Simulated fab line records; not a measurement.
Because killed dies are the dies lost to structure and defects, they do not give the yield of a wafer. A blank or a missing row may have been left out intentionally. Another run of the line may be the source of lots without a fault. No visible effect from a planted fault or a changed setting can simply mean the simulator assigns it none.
A struck lot beside a sound one    flow sky130    15 steps out of a route of 708
Sound: the wafers L144.1, L144.2, L144.3. Wafers L161.3, L161.5, L161.6 were the ones struck. The cause is named last.
Per side, at each step with rows, come the tool, then ch with its chambers, and then its first start. Under that, the readings that differ: sound wafers    struck wafers    difference of the means    sigmas: that difference in standard deviations of wafers without a fault.
alike: readings with means less than 2 such deviations apart, plus words and numbers identical on both sides. not compared: withheld readings, readings lacking a value on some wafer, bounds such as >300 that could conceal the same value, and numbers that have no deviation in the record and whose values overlap.
Wherever a step has rows on one side only, a row that says differs or no value, or a row with sigmas, the two part there. Non-overlapping numbers with no deviation appear without sigmas and do not part them. A reading missing from all wafers of one side parts the sides only when that side holds two or more wafers.

first, 5 steps without rows for these wafers: SKY_LDD_N_COAT_02 (resist thk 300 nm); SKY_LDD_N_SOFTBAKE_03 (time 60 s); SKY_LDD_N_EXPOSE_04 (exposes mask NTM, target cd 840 nm); SKY_LDD_N_PEB_05; SKY_LDD_N_DEVELOP_06 (develop time 60 s).
SKY_LDD_N_OVL_MEAS_07:
  sound: overlay-02 at day 17 16:44; struck: overlay-01 at day 23 22:35
  alike: LDD_N_OVL
then, 6 steps without rows for these wafers: SKY_LDD_N_IMPLANT_08; SKY_LDD_N_IMPLANT_09; SKY_LDD_N_IMPLANT_10; SKY_LDD_N_IMPLANT_11; SKY_LDD_N_IMPLANT_12; SKY_LDD_N_IMPLANT_13.
SKY_LDD_N_IMPLANT_14:
  sound on implanter-02 ch 0, day 17 17:41; struck on implanter-02 ch 0, day 24 00:02
reading             sound                 struck             difference  sigmas
tilt deg (degrees)  29.981 29.951 29.976  0.046 0.031 0.016  -29.938     -99 or more
  alike: faraday current uA
following that, these wafers have no rows for 1 step: SKY_LDD_N_IMPLANT_15.
-- the record jumps here: 26 days lie between the struck wafers' starts before and after (it left off in module LDD_N and takes up again in module PAD_OPEN, whose first step shown is number 708 of the route) --
SKY_PAD_OPEN_PROBE_99:
  sound: prober-01 at day 46 01:04; struck: prober-01 at day 49 23:24
reading                                     sound                 struck                difference  sigmas
killed at other                             0 0 0                 2 0 1                 +1          +2
model.etest.nfet_01v8_swapped.vt sat v (V)  0.6647 0.6473 0.6476  0.6071 0.6093 0.6136  -0.0432     
model.etest.nfet_01v8.vt sat v (V)          0.6584 0.6425 0.6428  0.6633 0.6619 0.6669  +0.0161     
  alike: killed_at_M0_to_M3, killed_at_M4_up, killed at contacts, killed at front end, killed dies, killed open, killed short
  not compared: model.etest.nfet_01v8_lvt.vt sat v

## WHERE THEY PART
Last at SKY_PAD_OPEN_PROBE_99 as far as this record goes, first at SKY_LDD_N_IMPLANT_14.

WHY: what the simulator had put in
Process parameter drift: implanter-02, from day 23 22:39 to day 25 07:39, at SKY_LDD_N_IMPLANT_14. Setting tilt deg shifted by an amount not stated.
